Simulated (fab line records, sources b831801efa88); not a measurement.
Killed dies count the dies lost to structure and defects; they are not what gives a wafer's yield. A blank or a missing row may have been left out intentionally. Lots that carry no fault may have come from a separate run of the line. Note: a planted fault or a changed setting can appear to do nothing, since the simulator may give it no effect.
Split-lot study + flow gf180mcu + 5 lots, 23 wafers read, on a route of 602 steps

THE SPLIT
At GF_V4_PEB_12 (peb time 90 s), the setting pebTimeS was moved away from the recipe's 90 s on 11 of the 23 wafers read, by -7.4% to +14.9%. All remaining wafers had this setting at the recipe value.

THE PATH FROM SPLIT TO READING: the file shows 1 step between them
- GF_V4_DEVELOP_13: develop time 60 s

THE READING
cdNm, in nm, at GF_V4_CD_MEAS_14 (target cd 260 nm). On this fab line, fault-free wafers typically give 259.7 nm with a standard deviation of 1.2 nm.

| wafer  | tool, chamber at the split | pebTimeS as run, s | against the recipe | cdNm, nm | against lot-mates on the recipe |
|--------|----------------------------|--------------------|--------------------|----------|---------------------------------|
| L076.1 | lithoTrack-04, 0           | 90                 | recipe             | 260.3    | -                               |
| L076.5 | lithoTrack-04, 0           | 90                 | recipe             | 259.0    | -                               |
| L076.6 | lithoTrack-04, 0           | 90                 | recipe             | 258.9    | -                               |
| L078.1 | lithoTrack-01, 0           | 90                 | recipe             | 257.7    | -                               |
| L078.2 | lithoTrack-01, 0           | 83.38              | -7.4%              | 255.6    | -2.4                            |
| L078.4 | lithoTrack-01, 0           | 83.38              | -7.4%              | 256.3    | -1.7                            |
| L078.5 | lithoTrack-01, 0           | 83.38              | -7.4%              | 255.8    | -2.2                            |
| L078.6 | lithoTrack-01, 0           | 90                 | recipe             | 258.4    | -                               |
| L082.1 | lithoTrack-01, 0           | 103.4              | +14.9%             | 263.8    | +2.7                            |
| L082.2 | lithoTrack-01, 0           | 90                 | recipe             | 261.6    | -                               |
| L082.3 | lithoTrack-01, 0           | 103.4              | +14.9%             | 264.6    | +3.5                            |
| L082.4 | lithoTrack-01, 0           | 90                 | recipe             | 260.6    | -                               |
| L082.5 | lithoTrack-01, 0           | 103.4              | +14.9%             | 262.8    | +1.7                            |
| L083.2 | lithoTrack-01, 0           | 90                 | recipe             | 262.0    | -                               |
| L083.3 | lithoTrack-01, 0           | 90                 | recipe             | 262.3    | -                               |
| L083.4 | lithoTrack-01, 0           | 90                 | recipe             | 262.5    | -                               |
| L083.5 | lithoTrack-01, 0           | 83.85              | -6.8%              | 260.0    | -2.3                            |
| L083.6 | lithoTrack-01, 0           | 83.85              | -6.8%              | 260.1    | -2.2                            |
| L084.2 | lithoTrack-01, 0           | 90                 | recipe             | 260.6    | -                               |
| L084.3 | lithoTrack-01, 0           | 102.3              | +13.7%             | 262.8    | +2.2                            |
| L084.4 | lithoTrack-01, 0           | 90                 | recipe             | 260.7    | -                               |
| L084.5 | lithoTrack-01, 0           | 102.3              | +13.7%             | 263.2    | +2.6                            |
| L084.6 | lithoTrack-01, 0           | 102.3              | +13.7%             | 262.9    | +2.2                            |

THE FIT
A straight line over all 23 wafers: cdNm changes by +0.256 nm for each +1% of pebTimeS; r = +0.79; the points scatter about the line by 1.6 nm.
The same after taking each lot's own level away (the mean of its wafers on the recipe; 23 wafers): +0.205 nm for each +1%; r = +0.95; scatter 0.54 nm.
According to that fit, moving pebTimeS by its largest amount changes the reading by 3.1 nm.
The lots' own levels span 258.05 to 262.27 nm, that is 3.5 times the standard deviation above.
So the lot-to-lot level blurs the effect unless lot-mates are compared.
Check: +2.8 nm against its lot-mates is what the line predicts for one of the wafers moved furthest among these (+14.9%) when that wafer is left out of the fit. It came out at +2.7 nm against them.

ADDITIONAL SPLITS CARRIED BY THESE WAFERS
These wafers also went through other splits before the reading. Each is held against what the fit with the lots' levels taken away leaves over:
| other split on the same wafers | wafers away from the commonest value | r with cdNm (lot level and that fit taken away) |
|--------------------------------|--------------------------------------|-------------------------------------------------|
| GF_M2_COAT_09 resistThkNm      | 7                                    | -0.37                                           |
| GF_V2_COAT_09 resistThkNm      | 9                                    | +0.10                                           |
| GF_V2_ETCH_16 ionEnergyEv      | 11                                   | -0.14                                           |
| GF_M3_SPUTTER_03 powerW        | 9                                    | -0.34                                           |
| GF_M3_METAL_ETCH_16 icpW       | 8                                    | -0.01                                           |
| GF_V3_CMP_04 leaveAboveRefNm   | 10                                   | +0.16                                           |
| GF_V3_COAT_09 resistThkNm      | 5                                    | -0.08                                           |
| GF_V4_CMP_04 leaveAboveRefNm   | 9                                    | +0.15                                           |

THE WHOLE CHAIN: every reading that the file lists as answering this split, in the file's order
| step             | what it does         | reading                                                  | change (the file's fit)               | r (the file's) |
|------------------|----------------------|----------------------------------------------------------|---------------------------------------|----------------|
| GF_V4_CD_MEAS_14 | target cd 260 nm     | cdNm                                                     | +0.199 nm for each +1% of the setting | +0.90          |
| GF_V4_ETCH_16    | etches BARC in N2/H2 | V4.cdNm (the simulator's own value, which no gauge read) | +0.215 nm for each +1% of the setting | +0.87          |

THE FILE'S OWN FIT
cdNm changes by +0.199 nm for each +1% of pebTimeS, r = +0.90.
